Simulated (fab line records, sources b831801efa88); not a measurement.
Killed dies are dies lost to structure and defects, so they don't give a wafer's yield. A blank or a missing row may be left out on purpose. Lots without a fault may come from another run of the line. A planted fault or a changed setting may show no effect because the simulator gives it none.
fab line records | flow gf180mcu | part 2 of 2: steps 27 to 36 of 36
record lots=5 wafers=15 last_day=32
route steps=602 shown LVPWELL@55 MVSD@66 MVPSD@78 VT_IMPLANT@90
lots that met no fault: from a run of the same line without faults
start_h: hours from the record's first day to the start of the lot's first wafer shown | wait_h: hours since the lot's step before | " the same as in the row above | L1.1+2: a row that stands for several wafers | - no value, or no start given | * or withheld: withheld | < > ~ a bound
route shown NAME@n: a module of which the file shows steps, and the number in the route of the first | usual: mean/standard deviation of fault-free wafers | same: alike in all rows | chamber/n: place in a boat | sites: the reading at each site | _std_site: their standard deviation | _edge_site: outer sites' mean less inner sites' | radius_mm: how far each site lies from the wafer's centre | mask NAME#n: copy n | behind: the tool/chamber that last shaped the wafer | hold: why the lot was held/for how many hours/how that ended | device: the transistor (n, p or np) that didn't switch | end of line: the same wafers' tests at the end of the route | a step without rows: its recipe alone | killed: dies lost to structure and defects at the first sort, not the wafer's yield | map: a wafer's dies, x killed, . not, _ none there
set.NAME: the setting as run; set.NAME@STEP: as run at that earlier step | model.NAME: the simulator's own value behind a step, which no gauge read
lots at some steps of the route; a table a step, a row a wafer
services: from which hour (start_h, from the record's first day; less than 0 if before it) a tool's chamber was out of use, for how many hours, and why
## steps
# step GF_MVPSD_SOFTBAKE_03
# recipe temp_c=110 time_s=withheld
# usual exhaust_pa=45.1/0.82
# columns lot.wafer tool chamber start_h wait_h exhaust_pa
L080.2 litho_track-03 0 126.15 0.1 46.1
L080.3 " 0 " " 46.8
L080.6 " 0 " " 46.1
L083.2 litho_track-04 0 142.51 0.1 45.5
L083.3 " 0 " " 45.0
L083.4 " 0 " " 46.3
L084.1 litho_track-03 0 147.97 0.1 44.5
L084.3 " 0 " " 44.2
L084.5 " 0 " " 45.1
L085.1 litho_track-01 0 155.48 0.1 45.7
L085.3 " 0 " " 44.9
L085.5 " 0 " " 45.8
L089.2 litho_track-01 0 177.56 0.1 44.8
L089.3 " 0 " " 46.3
L089.5 " 0 " " 45.4
# step GF_MVPSD_EXPOSE_04
# recipe mask_id=MVPSD target_cd_nm=1000 na=0.6 source_shape=conventional sigma_outer=0.6 dose_mj=260
# columns lot.wafer tool chamber start_h wait_h mask
L080.2+3+6 iline_stepper-01 0 - - MVPSD#0
L083.2+3+4 iline_stepper-02 0 - - MVPSD#0
L084.1+3+5 iline_stepper-01 0 - - MVPSD#0
L085.1+3+5 iline_stepper-01 0 - - MVPSD#0
L089.2+3+5 iline_stepper-02 0 - - MVPSD#0
# step GF_MVPSD_PEB_05
# recipe temp_c=115 time_s=withheld
# usual exhaust_pa=45.2/0.82
# columns lot.wafer tool chamber start_h wait_h exhaust_pa
L080.2 litho_track-03 0 - - 44.6
L080.3 " 0 " " 44.7
L080.6 " 0 " " 45.7
L083.2 litho_track-01 0 - - 46.4
L083.3 " 0 " " 45.1
L083.4 " 0 " " 45.8
L084.1 litho_track-03 0 - - 45.1
L084.3 " 0 " " 44.9
L084.5 " 0 " " 44.9
L085.1 litho_track-04 0 - - 45.0
L085.3 " 0 " " 44.4
L085.5 " 0 " " 44.3
L089.2 litho_track-04 0 - - 45.3
L089.3 " 0 " " 45.5
L089.5 " 0 " " 45.1
# step GF_MVPSD_DEVELOP_06
# recipe wall_angle_deg=90 develop_time_s=60 dev_temp_c=23
# usual exhaust_pa=44.9/0.93
# columns lot.wafer tool chamber start_h wait_h exhaust_pa
L080.2 litho_track-03 0 - - 43.9
L080.3 " 0 " " 43.9
L080.6 " 0 " " 44.3
L083.2 litho_track-01 0 - - 46.8
L083.3 " 0 " " 45.1
L083.4 " 0 " " 44.4
L084.1 litho_track-03 0 - - 43.2
L084.3 " 0 " " 43.8
L084.5 " 0 " " 43.9
L085.1 litho_track-04 0 - - 43.3
L085.3 " 0 " " 44.7
L085.5 " 0 " " 43.9
L089.2 litho_track-04 0 - - 43.4
L089.3 " 0 " " 43.9
L089.5 " 0 " " 44.9
# step GF_MVPSD_OVL_MEAS_07
# usual MVPSD_OVL=0.9/1.6
# columns lot.wafer tool chamber start_h wait_h MVPSD_OVL[nm]
L080.2 overlay-01 - 132.97 - 1.1
L080.3 " - " " 1.9
L080.6 " - " " 2.0
L083.2 overlay-02 - 150.23 - 1.6
L083.3 " - " " 0.8
L083.4 " - " " -0.2
L084.1 overlay-02 - 155.72 - 1.0
L084.3 " - " " 1.1
L084.5 " - " " 3.7
L085.1 overlay-01 - 163.78 - 1.0
L085.3 " - " " 0.4
L085.5 " - " " -0.2
L089.2 overlay-01 - 185.73 - -0.7
L089.3 " - " " -2.1
L089.5 " - " " -1.3
# step GF_MVPSD_IMPLANT_08
# recipe species=B energy_kev=170 dose_cm2=1.5e+13 tilt_deg=0
# usual dose_ions_cm2=1.4997e+13/1.9e+10
# columns lot.wafer tool chamber start_h wait_h dose_ions_cm2
L080.2 implanter-01 0 133.03 0.0 1.4971e+13
L080.3 " 0 " " 1.4989e+13
L080.6 " 0 " " 1.5e+13
L083.2 implanter-04 0 150.29 0.0 1.4993e+13
L083.3 " 0 " " 1.4986e+13
L083.4 " 0 " " 1.4991e+13
L084.1 implanter-04 0 155.75 0.0 1.5014e+13
L084.3 " 0 " " 1.5002e+13
L084.5 " 0 " " 1.5013e+13
L085.1 implanter-01 0 163.81 0.0 1.5007e+13
L085.3 " 0 " " 1.5032e+13
L085.5 " 0 " " 1.5019e+13
L089.2 implanter-01 0 185.79 0.0 1.4986e+13
L089.3 " 0 " " 1.4992e+13
L089.5 " 0 " " 1.4986e+13
# step GF_MVPSD_IMPLANT_09
# recipe species=B energy_kev=40 dose_cm2=5e+12 tilt_deg=0
# usual dose_ions_cm2=5e+12/5.4e+09
# columns lot.wafer tool chamber start_h wait_h dose_ions_cm2
L080.2 implanter-01 0 133.18 0.1 5.009e+12
L080.3 " 0 " " 4.998e+12
L080.6 " 0 " " 5.005e+12
L083.2 implanter-04 0 150.44 0.1 4.999e+12
L083.3 " 0 " " 4.996e+12
L083.4 " 0 " " 5.008e+12
L084.1 implanter-04 0 155.90 0.1 5.005e+12
L084.3 " 0 " " 5.007e+12
L084.5 " 0 " " 4.993e+12
L085.1 implanter-01 0 163.96 0.1 5.008e+12
L085.3 " 0 " " 5.009e+12
L085.5 " 0 " " 5.015e+12
L089.2 implanter-01 0 185.94 0.1 5.001e+12
L089.3 " 0 " " 5.001e+12
L089.5 " 0 " " 4.998e+12
# step GF_MVPSD_STRIP_10
# recipe chemistry=O2/N2 power_w=1400 pressure_mtorr=1500 platen_temp_c=250 o2_flow_sccm=3000 n2_flow_sccm=300 overash_fraction=0.5
# usual drypump_motor_current_A=5.8/0.43 heater_power_w=356/24 oes_product_au=0.723/0.0045 strip_time_to_endpoint_s=36.91/0.089
# columns lot.wafer tool chamber start_h wait_h drypump_motor_current_A heater_power_w oes_product_au rf_hours_counter_h strip_time_to_endpoint_s
L080.2 plasma_asher-02 1 133.30 0.1 6.2 323 0.722 47 37.03
L080.3 " 0 " " 5.9 376 0.715 - 36.98
L080.6 " 1 " " 6.2 330 0.726 - 37.06
L083.2 plasma_asher-02 0 150.56 0.1 5.8 380 0.712 49 36.85
L083.3 " 1 " " 6.2 330 0.720 - 37.05
L083.4 " 0 " " 5.8 388 0.725 - 36.99
L084.1 plasma_asher-03 0 156.05 0.1 5.4 325 0.719 4 36.88
L084.3 " 0 " " 5.4 328 0.731 - 36.93
L084.5 " 1 " " 6.0 361 0.718 - 36.92
L085.1 plasma_asher-01 0 164.11 0.1 5.9 370 0.729 39 36.91
L085.3 " 1 " " 4.8 376 0.725 - 36.94
L085.5 " 0 " " 5.9 378 0.724 - 36.88
L089.2 plasma_asher-03 0 186.06 0.1 5.4 311 0.721 8 36.77
L089.3 " 1 " " 6.0 364 0.722 - 36.92
L089.5 " 1 " " 6.1 373 0.722 - 36.79
# step GF_MVPSD_TW_MEAS_11
# usual MVPSD_TW=556/6.6
# columns lot.wafer tool chamber start_h wait_h MVPSD_TW
L080.2 film_metro-04 - 133.41 0.1 556
L080.3 " - " " 553
L080.6 " - " " 559
L083.2 film_metro-01 - 150.67 0.1 564
L083.3 " - " " 565
L083.4 " - " " 565
L084.1 film_metro-03 - 156.15 0.1 549
L084.3 " - " " 552
L084.5 " - " " 550
L085.1 film_metro-04 - 164.21 0.1 556
L085.3 " - " " 550
L085.5 " - " " 557
L089.2 film_metro-04 - 186.17 0.1 550
L089.3 " - " " 550
L089.5 " - " " 551
# step GF_VT_IMPLANT_DEHYDRATE_00
# recipe temp_c=200 time_s=60
# usual exhaust_pa=45.0/0.89
# columns lot.wafer tool chamber start_h wait_h exhaust_pa
L080.2 litho_track-02 0 140.87 7.4 45.1
L080.3 " 0 " " 44.9
L080.6 " 0 " " 44.3
L083.2 litho_track-02 0 158.17 7.5 44.0
L083.3 " 0 " " 44.2
L083.4 " 0 " " 44.8
L084.1 litho_track-01 0 163.78 7.6 44.7
L084.3 " 0 " " 43.5
L084.5 " 0 " " 44.9
L085.1 litho_track-02 0 171.45 7.2 44.5
L085.3 " 0 " " 44.5
L085.5 " 0 " " 45.0
L089.2 litho_track-01 0 194.20 8.0 45.3
L089.3 " 0 " " 44.8
L089.5 " 0 " " 43.6
## services
# columns tool chamber start_h hours kind
iline_stepper-02 - 76.05 5.6 repair
plasma_asher-02 - 97.04 2.4 repair
plasma_asher-02 - 108.58 4.0 pm
plasma_asher-03 - 108.77 9.0 pm
plasma_asher-03 0 108.77 9.0 vent_cycle
plasma_asher-03 1 108.77 9.0 vent_cycle
implanter-01 - 111.13 2.1 repair
implanter-03 - 116.77 2.6 pm
plasma_asher-03 0 117.77 - clean
plasma_asher-03 1 117.77 - clean
plasma_asher-01 - 134.51 1.3 repair
implanter-04 - 139.20 10.0 repair
plasma_asher-04 - 139.58 0.6 repair
plasma_asher-01 - 141.30 7.3 repair
plasma_asher-02 - 162.56 3.5 repair
plasma_asher-04 - 164.45 2.8 pm
plasma_asher-02 - 184.19 0.7 repair
iline_stepper-02 0 187.85 - calibration
